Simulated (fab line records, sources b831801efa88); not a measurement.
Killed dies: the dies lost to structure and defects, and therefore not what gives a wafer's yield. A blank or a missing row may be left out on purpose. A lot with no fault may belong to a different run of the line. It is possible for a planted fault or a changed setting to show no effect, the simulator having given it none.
fab line records    flow sky130
record lots=13  wafers=38  last-day=50
route steps=708 shown LI_CONTACT@384 LOCAL_INTERCONNECT@398 CONTACT@416 PAD_OPEN@708
lots untouched by any fault: they come from a run of this same line in which no faults occurred
start-h: hours from the record's opening day to when the first of the lot's shown wafers began    wait-h: hours since the lot's step before    " identical to the entry in the row above    L1.1+2: a row that stands for several wafers    - no value present, or no start provided    * or withheld: withheld    < > ~ a bound
route shown NAME@n: a module of which the file shows steps, and the number in the route of the first    usual: mean and standard deviation over wafers with no fault    same: alike in all rows    chamber/n: place in a boat    sites: each site's reading    _std_site: the standard deviation of these    _edge_site: outer sites' mean less inner sites'    radius-mm: for every site, how far away it sits from the centre of the wafer    mask NAME#n: copy n    behind: the tool/chamber that last shaped the wafer    hold: the reason the lot was held/the length of the hold in hours/how it ended    device: transistor that didn't switch, given as n, p or np    end of line: at the end of the route, the tests of the same wafers    a step given without rows: its recipe and nothing more    killed: the dies lost at the first sort to structure and to defects; this is not the yield of the wafer    map: a wafer's dies, marking killed ones x, the rest . and places with no die _
set.NAME: the setting that was run; set.NAME@STEP: the one run at that earlier step    model.NAME: the simulator's own value behind a step, which no gauge read
route steps across a sampled set of lots; one table per step, one row per wafer
services: from which hour (start-h, from the record's first day; less than 0 if before it) a tool's chamber was out of use, for how many hours, and why
## steps
# step SKY_LI_CONTACT_RS_MEAS_22
# recipe thk-meas-gauge=four-point-probe  reads=W_of_LI_CONTACT_CVD_21+TiN_of_LI_CONTACT_SPUTTER_20+Ti_of_LI_CONTACT_SPUTTER_19
# usual LI_CONTACT_W_RS=0.283/0.005
lot.wafer  tool           chamber  start-h  wait-h  LI_CONTACT_W_RS[ohm/sq]
L377.1     film-metro-04  -        670.38   0.1     0.288
L377.5     "              -        "        "       0.287
L377.6     "              -        "        "       0.285
L379.1     film-metro-04  -        685.40   0.1     0.287
L379.4     "              -        "        "       0.285
L379.6     "              -        "        "       0.284
L380.2     film-metro-03  -        702.61   0.1     0.283
L380.5     "              -        "        "       0.279
L380.6     "              -        "        "       0.284
L381.1     film-metro-04  -        707.49   0.1     0.287
L381.2     "              -        "        "       0.288
L381.6     "              -        "        "       0.286
L382.1     film-metro-02  -        713.15   0.1     0.275
L382.5     "              -        "        "       0.274
L382.6     "              -        "        "       0.281
L383.3     film-metro-02  -        723.74   0.1     0.283
L383.4     "              -        "        "       0.279
L383.5     "              -        "        "       0.285
L389.1     film-metro-04  -        772.69   0.1     0.287
L389.4     "              -        "        "       0.284
L389.5     "              -        "        "       0.287
L391.5     film-metro-04  -        790.43   0.1     0.272
L391.6     "              -        "        "       0.280
L393.3     film-metro-03  -        799.31   0.1     0.282
L393.4     "              -        "        "       0.285
L393.6     "              -        "        "       0.282
L394.4     film-metro-02  -        810.00   0.1     0.286
L394.5     "              -        "        "       0.284
L394.6     "              -        "        "       0.276
L395.2     film-metro-04  -        825.23   0.1     0.284
L395.4     "              -        "        "       0.279
L395.5     "              -        "        "       0.278
L399.2     film-metro-04  -        851.83   0.1     0.284
L399.3     "              -        "        "       0.286
L399.5     "              -        "        "       0.289
L400.2     film-metro-04  -        856.13   0.1     0.286
L400.4     "              -        "        "       0.287
L400.5     "              -        "        "       0.285
# step SKY_LOCAL_INTERCONNECT_CD_MEAS_11
# recipe target-cd-nm=170
# usual cd-nm=170.2/1.5
lot.wafer  tool       chamber  start-h  wait-h  cd-nm
L377.1     cd-sem-02  -        698.34   -       171.9
L377.5     "          -        "        "       171.7
L377.6     "          -        "        "       171.8
L379.1     cd-sem-01  -        713.86   -       167.3
L379.4     "          -        "        "       167.3
L379.6     "          -        "        "       169.1
L380.2     cd-sem-01  -        731.23   -       171.5
L380.5     "          -        "        "       170.2
L380.6     "          -        "        "       169.8
L381.1     cd-sem-02  -        735.61   -       171.3
L381.2     "          -        "        "       170.1
L381.6     "          -        "        "       170.7
L382.1     cd-sem-01  -        741.11   -       171.8
L382.5     "          -        "        "       171.5
L382.6     "          -        "        "       170.6
L383.3     cd-sem-01  -        752.19   -       168.8
L383.4     "          -        "        "       167.8
L383.5     "          -        "        "       167.9
L389.1     cd-sem-01  -        799.94   -       168.2
L389.4     "          -        "        "       168.1
L389.5     "          -        "        "       168.8
L391.5     cd-sem-02  -        817.64   -       173.5
L391.6     "          -        "        "       172.0
L393.3     cd-sem-02  -        826.40   -       169.6
L393.4     "          -        "        "       169.7
L393.6     "          -        "        "       170.2
L394.4     cd-sem-02  -        836.87   -       173.9
L394.5     "          -        "        "       172.2
L394.6     "          -        "        "       171.8
L395.2     cd-sem-01  -        851.86   -       172.6
L395.4     "          -        "        "       172.1
L395.5     "          -        "        "       171.9
L399.2     cd-sem-02  -        877.88   -       170.1
L399.3     "          -        "        "       169.3
L399.5     "          -        "        "       168.8
L400.2     cd-sem-01  -        882.26   -       167.2
L400.4     "          -        "        "       167.4
L400.5     "          -        "        "       167.4
# step SKY_CONTACT_SOFTBAKE_10
# recipe temp-c=100  time-s=90  resist=KrF-thick
# usual heater-power-total-W=57.36/0.11  run-length-s=119.21/0.13
lot.wafer  tool            chamber  start-h  wait-h  heater-power-total-W  run-length-s
L377.1     litho-track-04  0        713      -       57.42                 119.15
L377.5     "               0        714      -       57.25                 119.38
L377.6     "               0        "        "       57.42                 119.34
L379.1     litho-track-04  0        729      -       57.53                 119.27
L379.4     "               0        "        "       57.41                 119.15
L379.6     "               0        "        "       57.24                 119.31
L380.2     litho-track-02  0        745      -       57.18                 119.38
L380.5     "               0        "        "       57.34                 119.11
L380.6     "               0        "        "       57.16                 119.13
L381.1     litho-track-04  0        750      -       57.33                 119.35
L381.2     "               0        "        "       57.30                 119.13
L381.6     "               0        "        "       57.51                 119.12
L382.1     litho-track-04  0        756      -       57.22                 119.41
L382.5     "               0        "        "       57.12                 119.45
L382.6     "               0        "        "       57.30                 119.16
L383.3     litho-track-01  0        767      -       57.46                 119.25
L383.4     "               0        "        "       57.34                 119.18
L383.5     "               0        "        "       57.51                 119.08
L389.1     litho-track-02  0        814      -       57.38                 119.10
L389.4     "               0        "        "       57.42                 119.03
L389.5     "               0        "        "       57.23                 119.05
L391.5     litho-track-04  0        832      -       71.22                 76.54
L391.6     "               0        "        "       57.42                 119.16
L393.3     litho-track-04  0        841      -       70.81                 76.31
L393.4     "               0        "        "       57.07                 119.17
L393.6     "               0        "        "       57.35                 119.43
L394.4     litho-track-02  0        851      -       57.30                 119.18
L394.5     "               0        "        "       57.43                 119.03
L394.6     "               0        "        "       57.32                 119.12
L395.2     litho-track-02  0        866      -       57.45                 119.49
L395.4     "               0        "        "       57.25                 119.20
L395.5     "               0        "        "       57.22                 119.01
L399.2     litho-track-01  0        892      -       57.23                 119.07
L399.3     "               0        "        "       57.51                 119.18
L399.5     "               0        "        "       57.42                 119.17
L400.2     litho-track-01  0        896      -       57.21                 119.13
L400.4     "               0        "        "       57.30                 119.13
L400.5     "               0        "        "       57.48                 119.21
# step SKY_CONTACT_STRIP_19
# recipe chemistry=O2/N2  power-w=1400  pressure-mtorr=1500  platen-temp-c=withheld  o2-flow-sccm=3000  n2-flow-sccm=300  overash-fraction=0.5
# usual drypump-motor-current-A=5.7/0.59  oes-product-au=0.381/0.0048  strip-time-to-endpoint-s=3.624/0.029
lot.wafer  tool             chamber  start-h  wait-h  drypump-motor-current-A  oes-product-au  rf-hours-counter-h  strip-time-to-endpoint-s
L377.1     plasma-asher-02  1        728.30   -       6.2                      0.378           92                  3.562
L377.5     "                0        "        "       5.9                      0.379           -                   3.592
L377.6     "                1        "        "       6.2                      0.390           -                   3.578
L379.1     plasma-asher-02  1        743.20   -       6.2                      0.381           94                  3.620
L379.4     "                0        "        "       5.9                      0.384           -                   3.657
L379.6     "                1        "        "       6.2                      0.382           -                   3.669
L380.2     plasma-asher-04  1        759.54   -       5.5                      0.373           2                   3.581
L380.5     "                0        "        "       5.3                      0.377           -                   3.603
L380.6     "                1        "        "       5.5                      0.377           -                   3.584
L381.1     plasma-asher-01  0        763.99   -       6.6                      0.383           62                  3.638
L381.2     "                1        "        "       5.0                      0.374           62                  3.649
L381.6     "                1        "        "       4.9                      0.381           -                   3.645
L382.1     plasma-asher-01  0        769.83   -       6.6                      0.386           63                  3.608
L382.5     "                0        "        "       6.6                      0.394           -                   3.618
L382.6     "                1        "        "       4.9                      0.378           -                   3.624
L383.3     plasma-asher-01  1        780.67   -       4.9                      0.379           -                   3.644
L383.4     "                0        "        "       6.5                      0.379           -                   3.616
L383.5     "                0        "        "       6.5                      0.370           -                   3.608
L389.1     plasma-asher-02  0        827.79   -       5.9                      0.382           102                 3.625
L389.4     "                1        "        "       6.2                      0.375           -                   3.597
L389.5     "                0        "        "       5.9                      0.379           -                   3.636
L391.5     plasma-asher-04  0        845.67   -       5.3                      0.384           -                   3.625
L391.6     "                1        "        "       5.5                      0.381           -                   3.587
L393.3     plasma-asher-04  1        855.06   -       5.5                      0.381           -                   3.614
L393.4     "                0        "        "       5.3                      0.378           -                   3.623
L393.6     "                1        "        "       5.4                      0.382           -                   3.609
L394.4     plasma-asher-01  0        864.71   -       6.5                      0.376           -                   3.570
L394.5     "                0        "        "       6.5                      0.378           -                   3.625
L394.6     "                1        "        "       5.0                      0.382           -                   3.571
L395.2     plasma-asher-01  0        879.79   -       6.5                      0.386           74                  3.591
L395.4     "                0        "        "       6.6                      0.378           -                   3.617
L395.5     "                1        "        "       4.9                      0.378           -                   3.615
L399.2     plasma-asher-02  1        905.58   -       6.2                      0.380           109                 3.625
L399.3     "                1        "        "       6.2                      0.387           -                   3.635
L399.5     "                0        "        "       5.9                      0.376           -                   3.629
L400.2     plasma-asher-01  0        909.55   -       6.5                      0.373           77                  3.565
L400.4     "                0        "        "       6.5                      0.382           -                   3.621
L400.5     "                1        "        "       4.9                      0.385           -                   3.600
# step SKY_PAD_OPEN_PROBE_99
# usual killed_at_M0_to_M3=45/7.3  killed_at_M4_up=3.1/1.7  killed-at-contacts=25/5.1  killed-at-front-end=15/4.5  killed-at-other=0.3/0.56  killed-dies=88/9.4  killed-open=47/6.6  killed-short=40/6.9
# same gross-dies=492  killed-at-back-side=0
lot.wafer  tool       chamber  start-h  wait-h  killed_at_M0_to_M3  killed_at_M4_up  killed-at-contacts  killed-at-front-end  killed-at-other  killed-dies  killed-open  killed-short
L377.1     prober-02  -        1068.61  0.1     49                  2                21                  18                   0                90           53           37
L377.5     prober-02  -        1068.81  0.2     58                  4                33                  18                   1                114          58           56
L377.6     prober-02  -        1068.86  0.2     51                  3                30                  8                    0                92           48           44
L379.1     prober-02  -        1080.25  0.1     52                  5                28                  9                    1                95           50           44
L379.4     prober-02  -        1080.40  0.2     55                  1                19                  13                   1                89           44           45
L379.6     prober-02  -        1080.50  0.2     39                  1                22                  11                   0                73           43           28
L380.2     prober-01  -        1092.26  0.1     60                  2                16                  14                   0                92           50           42
L380.5     prober-01  -        1092.41  0.2     37                  4                25                  20                   0                86           45           38
L380.6     prober-01  -        1092.46  0.2     49                  6                27                  21                   0                103          56           45
L381.1     prober-02  -        1095.02  0.1     50                  1                24                  14                   0                89           49           40
L381.2     prober-02  -        1095.07  0.1     55                  2                27                  14                   0                98           46           52
L381.6     prober-02  -        1095.27  0.2     55                  3                26                  12                   0                96           48           48
L382.1     prober-01  -        1101.46  0.1     47                  3                23                  10                   0                83           49           34
L382.5     prober-01  -        1101.66  0.2     54                  1                21                  11                   0                87           53           33
L382.6     prober-01  -        1101.71  0.2     43                  2                24                  11                   0                80           39           39
L383.3     prober-02  -        1109.81  0.2     45                  5                28                  13                   0                91           52           39
L383.4     prober-02  -        1109.86  0.2     43                  6                25                  6                    0                80           46           34
L383.5     prober-02  -        1109.91  0.2     61                  7                20                  16                   0                104          50           54
L389.1     prober-01  -        1144.89  0.1     43                  6                26                  11                   0                86           52           34
L389.4     prober-01  -        1145.04  0.2     53                  5                22                  13                   0                93           49           44
L389.5     prober-01  -        1145.09  0.2     39                  1                30                  14                   1                85           59           26
L391.5     prober-02  -        1157.77  0.2     44                  5                23                  9                    0                81           50           31
L393.3     prober-01  -        1164.62  0.2     51                  2                21                  18                   0                92           46           46
L393.4     prober-01  -        1164.67  0.2     49                  5                23                  18                   0                95           53           42
L393.6     prober-01  -        1164.77  0.2     53                  4                23                  20                   0                100          52           48
L394.4     prober-02  -        1168.97  0.2     41                  3                13                  19                   0                76           44           32
L394.5     prober-02  -        1169.02  0.2     49                  3                22                  25                   0                99           49           50
L394.6     prober-02  -        1169.07  0.2     29                  5                24                  20                   0                78           42           36
L395.2     prober-01  -        1179.97  0.1     39                  3                32                  17                   0                91           48           43
L395.4     prober-01  -        1180.07  0.2     32                  4                30                  13                   1                80           46           34
L395.5     prober-01  -        1180.12  0.2     54                  8                26                  21                   0                109          53           56
L399.2     prober-01  -        1196.71  0.1     51                  3                21                  23                   1                99           46           51
L399.3     prober-01  -        1196.76  0.2     37                  2                21                  23                   1                84           45           38
L399.5     prober-01  -        1196.86  0.2     55                  4                18                  14                   0                91           51           40
L400.2     prober-02  -        1198.17  0.1     38                  2                12                  11                   0                63           37           26
L400.4     prober-02  -        1198.27  0.2     45                  6                25                  8                    0                84           49           35
L400.5     prober-02  -        1198.32  0.2     50                  2                30                  20                   0                102          56           46
# killed by level:class
L377.1 VIA1:geometric-particle:open=12 VIA2:geometric-particle:open=9 CONTACT:geometric-particle:open=8 METAL1:geometric-particle:short=6 VIA3:geometric-particle:open=6 POLY_GATE:geometric-particle:short=5 LI_CONTACT:geometric-particle:open=5 LOCAL_INTERCONNECT:geometric-particle:short=4
L377.5 VIA1:geometric-particle:open=13 CONTACT:geometric-particle:open=11 VIA3:geometric-particle:open=10 VIA2:geometric-particle:open=8 CONTACT:geometric-particle:short=6 POLY_GATE:geometric-particle:short=6 LI_CONTACT:geometric-particle:open=6 METAL1:geometric-particle:short=5
L377.6 CONTACT:geometric-particle:open=9 VIA3:geometric-particle:open=8 LI_CONTACT:geometric-particle:open=8 VIA1:geometric-particle:open=7 METAL3:geometric-particle:short=7 CONTACT:geometric-particle:short=6 METAL1:geometric-particle:short=6 VIA1:geometric-particle:short=6
L379.1 VIA1:geometric-particle:open=9 LI_CONTACT:geometric-particle:open=8 CONTACT:geometric-particle:open=8 METAL2:geometric-particle:short=8 VIA3:geometric-particle:open=6 VIA1:geometric-particle:short=5 VIA2:geometric-particle:open=5 LOCAL_INTERCONNECT:geometric-particle:open=4
L379.4 VIA1:geometric-particle:open=16 METAL2:geometric-particle:short=7 VIA1:geometric-particle:short=6 VIA3:geometric-particle:open=6 CONTACT:geometric-particle:open=6 FIELD_ISO:geometric-particle:short=5 LOCAL_INTERCONNECT:geometric-particle:short=5 VIA2:geometric-particle:open=5
L379.6 VIA1:geometric-particle:open=15 CONTACT:geometric-particle:open=8 LOCAL_INTERCONNECT:geometric-particle:short=5 LI_CONTACT:geometric-particle:open=4 METAL2:geometric-particle:short=4 VIA2:geometric-particle:open=4 LI_CONTACT:geometric-particle:short=3 VIA1:geometric-particle:short=3
L380.2 VIA1:geometric-particle:open=10 VIA3:geometric-particle:open=10 METAL1:geometric-particle:short=9 METAL2:geometric-particle:short=7 CONTACT:geometric-particle:open=7 VIA2:geometric-particle:open=7 LI_CONTACT:geometric-particle:open=6 VIA3:geometric-particle:short=5
L380.5 VIA1:geometric-particle:open=10 CONTACT:geometric-particle:open=9 POLY_GATE:geometric-particle:short=8 FIELD_ISO:geometric-particle:open=7 LI_CONTACT:geometric-particle:open=6 VIA1:geometric-particle:short=5 METAL3:geometric-particle:short=5 LOCAL_INTERCONNECT:geometric-particle:short=4
L380.6 VIA1:geometric-particle:open=16 CONTACT:geometric-particle:open=10 VIA3:geometric-particle:open=9 VIA2:geometric-particle:open=8 LOCAL_INTERCONNECT:geometric-particle:short=7 POLY_GATE:geometric-particle:short=6 METAL1:geometric-particle:short=5 METAL4:geometric-particle:short=5
L381.1 LI_CONTACT:geometric-particle:open=14 METAL2:geometric-particle:short=11 VIA2:geometric-particle:open=8 VIA1:geometric-particle:short=8 VIA1:geometric-particle:open=7 VIA3:geometric-particle:open=6 CONTACT:geometric-particle:open=5 CONTACT:geometric-particle:short=4
L381.2 METAL2:geometric-particle:short=11 VIA3:geometric-particle:open=11 VIA1:geometric-particle:open=9 CONTACT:geometric-particle:short=6 LOCAL_INTERCONNECT:geometric-particle:short=5 CONTACT:geometric-particle:open=5 METAL1:geometric-particle:short=5 VIA3:geometric-particle:short=5
L381.6 METAL1:geometric-particle:short=11 VIA3:geometric-particle:open=10 CONTACT:geometric-particle:open=8 VIA1:geometric-particle:short=7 LI_CONTACT:geometric-particle:open=6 LI_CONTACT:geometric-particle:short=6 VIA2:geometric-particle:open=6 VIA1:geometric-particle:open=5
L382.1 CONTACT:geometric-particle:open=12 METAL1:geometric-particle:short=9 VIA2:geometric-particle:open=7 VIA1:geometric-particle:open=7 LI_CONTACT:geometric-particle:open=6 VIA3:geometric-particle:open=5 VIA1:geometric-particle:short=4 METAL3:geometric-particle:short=4
L382.5 VIA1:geometric-particle:open=13 VIA2:geometric-particle:open=9 CONTACT:geometric-particle:open=7 CONTACT:geometric-particle:short=6 METAL2:geometric-particle:short=6 VIA3:geometric-particle:open=6 FIELD_ISO:geometric-particle:open=4 LI_CONTACT:geometric-particle:open=4
L382.6 CONTACT:geometric-particle:open=8 VIA2:geometric-particle:open=7 LI_CONTACT:geometric-particle:open=6 CONTACT:geometric-particle:short=5 METAL1:geometric-particle:short=5 VIA2:geometric-particle:short=5 VIA1:geometric-particle:open=4 METAL2:geometric-particle:open=4
L383.3 LI_CONTACT:geometric-particle:open=11 VIA1:geometric-particle:open=9 CONTACT:geometric-particle:open=9 VIA3:geometric-particle:open=8 METAL1:geometric-particle:short=6 VIA2:geometric-particle:open=6 VIA2:geometric-particle:short=5 POLY_GATE:geometric-particle:short=4
L383.4 VIA1:geometric-particle:open=9 CONTACT:geometric-particle:open=8 LI_CONTACT:geometric-particle:open=6 VIA3:geometric-particle:open=6 METAL2:geometric-particle:short=6 VIA2:geometric-particle:open=6 LOCAL_INTERCONNECT:geometric-particle:short=4 CONTACT:geometric-particle:short=4
L383.5 METAL2:geometric-particle:short=14 VIA1:geometric-particle:open=11 METAL1:geometric-particle:short=9 VIA3:geometric-particle:open=9 METAL4:geometric-particle:short=6 LI_CONTACT:geometric-particle:open=6 CONTACT:geometric-particle:open=6 VIA1:geometric-particle:short=5
L389.1 LI_CONTACT:geometric-particle:open=12 VIA1:geometric-particle:open=8 VIA2:geometric-particle:open=8 CONTACT:geometric-particle:open=7 VIA3:geometric-particle:open=6 METAL2:geometric-particle:short=5 VIA1:geometric-particle:short=4 METAL3:geometric-particle:short=4
L389.4 LI_CONTACT:geometric-particle:open=12 VIA1:geometric-particle:open=12 METAL1:geometric-particle:short=8 VIA3:geometric-particle:open=7 CONTACT:geometric-particle:open=7 VIA2:geometric-particle:short=6 METAL2:geometric-particle:short=5 VIA1:geometric-particle:short=4
L389.5 LI_CONTACT:geometric-particle:open=12 CONTACT:geometric-particle:open=11 VIA1:geometric-particle:open=11 VIA2:geometric-particle:open=6 VIA1:geometric-particle:short=6 POLY_GATE:geometric-particle:open=5 METAL1:geometric-particle:short=4 VIA3:geometric-particle:open=4
L391.5 CONTACT:geometric-particle:open=10 LI_CONTACT:geometric-particle:open=8 VIA1:geometric-particle:open=8 VIA2:geometric-particle:open=8 METAL1:geometric-particle:short=5 VIA1:geometric-particle:short=5 POLY_GATE:geometric-particle:open=4 METAL2:geometric-particle:short=4
L393.3 VIA1:geometric-particle:open=11 SPACER:geometric-particle:open=7 METAL1:geometric-particle:short=6 VIA3:geometric-particle:open=6 CONTACT:geometric-particle:short=5 METAL3:geometric-particle:short=5 METAL2:geometric-particle:short=5 VIA2:geometric-particle:open=5
L393.4 VIA1:geometric-particle:open=11 VIA3:geometric-particle:open=9 FIELD_ISO:geometric-particle:short=8 VIA2:geometric-particle:open=8 CONTACT:geometric-particle:open=7 LI_CONTACT:geometric-particle:open=5 METAL2:geometric-particle:open=4 METAL3:geometric-particle:short=4
L393.6 CONTACT:geometric-particle:open=12 VIA2:geometric-particle:open=12 VIA1:geometric-particle:open=11 METAL1:geometric-particle:short=7 FIELD_ISO:geometric-particle:short=6 FIELD_ISO:geometric-particle:open=5 CONTACT:geometric-particle:short=5 VIA1:geometric-particle:short=4
L394.4 VIA1:geometric-particle:open=14 VIA3:geometric-particle:open=7 CONTACT:geometric-particle:open=6 FIELD_ISO:geometric-particle:short=5 FIELD_ISO:geometric-particle:open=5 METAL2:geometric-particle:short=5 METAL1:geometric-particle:short=3 LI_CONTACT:geometric-particle:open=3
L394.5 FIELD_ISO:geometric-particle:open=9 VIA1:geometric-particle:open=9 CONTACT:geometric-particle:open=7 VIA1:geometric-particle:short=7 FIELD_ISO:geometric-particle:short=6 VIA2:geometric-particle:open=6 LI_CONTACT:geometric-particle:open=5 METAL1:geometric-particle:short=5
L394.6 CONTACT:geometric-particle:open=8 FIELD_ISO:geometric-particle:short=6 LI_CONTACT:geometric-particle:open=6 VIA1:geometric-particle:open=6 FIELD_ISO:geometric-particle:open=5 METAL2:geometric-particle:short=5 VIA2:geometric-particle:short=5 POLY_GATE:geometric-particle:open=4
L395.2 CONTACT:geometric-particle:open=12 VIA1:geometric-particle:open=9 CONTACT:geometric-particle:short=8 LI_CONTACT:geometric-particle:open=7 METAL1:geometric-particle:short=6 VIA1:geometric-particle:short=5 POLY_CUT:geometric-particle:short=4 VIA3:geometric-particle:open=4
L395.4 CONTACT:geometric-particle:open=10 LI_CONTACT:geometric-particle:open=9 VIA1:geometric-particle:open=8 VIA2:geometric-particle:open=6 POLY_GATE:geometric-particle:short=4 POLY_GATE:geometric-particle:open=4 LOCAL_INTERCONNECT:geometric-particle:short=4 VIA1:geometric-particle:short=4
L395.5 VIA1:geometric-particle:open=11 LI_CONTACT:geometric-particle:open=9 CONTACT:geometric-particle:short=8 METAL2:geometric-particle:short=7 CONTACT:geometric-particle:open=6 SPACER:geometric-particle:short=5 METAL4:geometric-particle:short=5 METAL1:geometric-particle:short=5
L399.2 VIA1:geometric-particle:open=11 VIA2:geometric-particle:open=8 METAL2:geometric-particle:short=8 METAL1:geometric-particle:short=7 CONTACT:geometric-particle:open=6 SPACER:geometric-particle:short=6 VIA1:geometric-particle:short=6 FIELD_ISO:geometric-particle:open=5
L399.3 POLY_GATE:geometric-particle:open=8 LI_CONTACT:geometric-particle:open=8 VIA1:geometric-particle:open=7 VIA2:geometric-particle:open=7 CONTACT:geometric-particle:open=6 POLY_GATE:geometric-particle:short=5 METAL2:geometric-particle:short=5 VIA3:geometric-particle:short=5
L399.5 VIA1:geometric-particle:open=10 VIA3:geometric-particle:open=10 METAL2:geometric-particle:short=7 CONTACT:geometric-particle:open=6 LI_CONTACT:geometric-particle:open=6 VIA2:geometric-particle:open=6 VIA2:geometric-particle:short=5 FIELD_ISO:geometric-particle:short=4
L400.2 VIA1:geometric-particle:open=12 VIA2:geometric-particle:open=8 POLY_GATE:geometric-particle:open=6 VIA1:geometric-particle:short=5 CONTACT:geometric-particle:short=4 LI_CONTACT:geometric-particle:open=3 LOCAL_INTERCONNECT:geometric-particle:short=3 METAL3:geometric-particle:short=3
L400.4 LI_CONTACT:geometric-particle:open=10 VIA2:geometric-particle:open=9 VIA1:geometric-particle:open=8 CONTACT:geometric-particle:open=6 METAL1:geometric-particle:short=6 VIA3:geometric-particle:open=5 CONTACT:geometric-particle:short=4 METAL2:geometric-particle:short=4
L400.5 VIA1:geometric-particle:open=13 CONTACT:geometric-particle:open=12 VIA2:geometric-particle:open=11 LI_CONTACT:geometric-particle:open=9 METAL2:geometric-particle:short=9 POLY_GATE:geometric-particle:short=7 CONTACT:geometric-particle:short=5 FIELD_ISO:geometric-particle:short=4
## services
tool             chamber  start-h  hours  kind
plasma-asher-04  -        725.56   2.1    repair
plasma-asher-04  -        733.75   9.0    pm
plasma-asher-04  0        733.75   9.0    vent-cycle
plasma-asher-04  1        733.75   9.0    vent-cycle
plasma-asher-04  0        742.75   -      clean
plasma-asher-04  1        742.75   -      clean
plasma-asher-01  -        784.87   1.8    repair
plasma-asher-02  -        823.26   0.6    repair
plasma-asher-02  -        872.13   4.0    repair
plasma-asher-04  -        876.47   6.3    repair
## key
first-sign step=SKY_CONTACT_SOFTBAKE_10  reading=run-length-s  direction=down  sigmas=99+  usual=*  struck=*
effect step=SKY_CONTACT_SOFTBAKE_10  reading=heater-power-total-W  direction=up  sigmas=99+  usual=*  struck=*
met-at SKY_CONTACT_SOFTBAKE_10
struck-lots L391,L393
struck-wafers L391.5,L393.3
tester-left-out L391,L393
not-acting-at SKY_LI_CONTACT_RS_MEAS_22,SKY_LOCAL_INTERCONNECT_CD_MEAS_11,SKY_CONTACT_STRIP_19
onset-between 756 832
fault kind=process-parameter-drift  tool=litho-track-04  chamber=-  onset-h=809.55  steps=SKY_CONTACT_SOFTBAKE_10  channel=time-s  offset=*  shape=step  end-h=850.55  scope=struck-wafers-only  acts-in=*  stated=*
# tester-left-out: of these lots the tester's yield and bins aren't shown, on N5 and GAA mostly nor the transistor test; their killed dies are dies lost to structure and defects alone, not to doping, threshold or leakage, so they don't give the yield
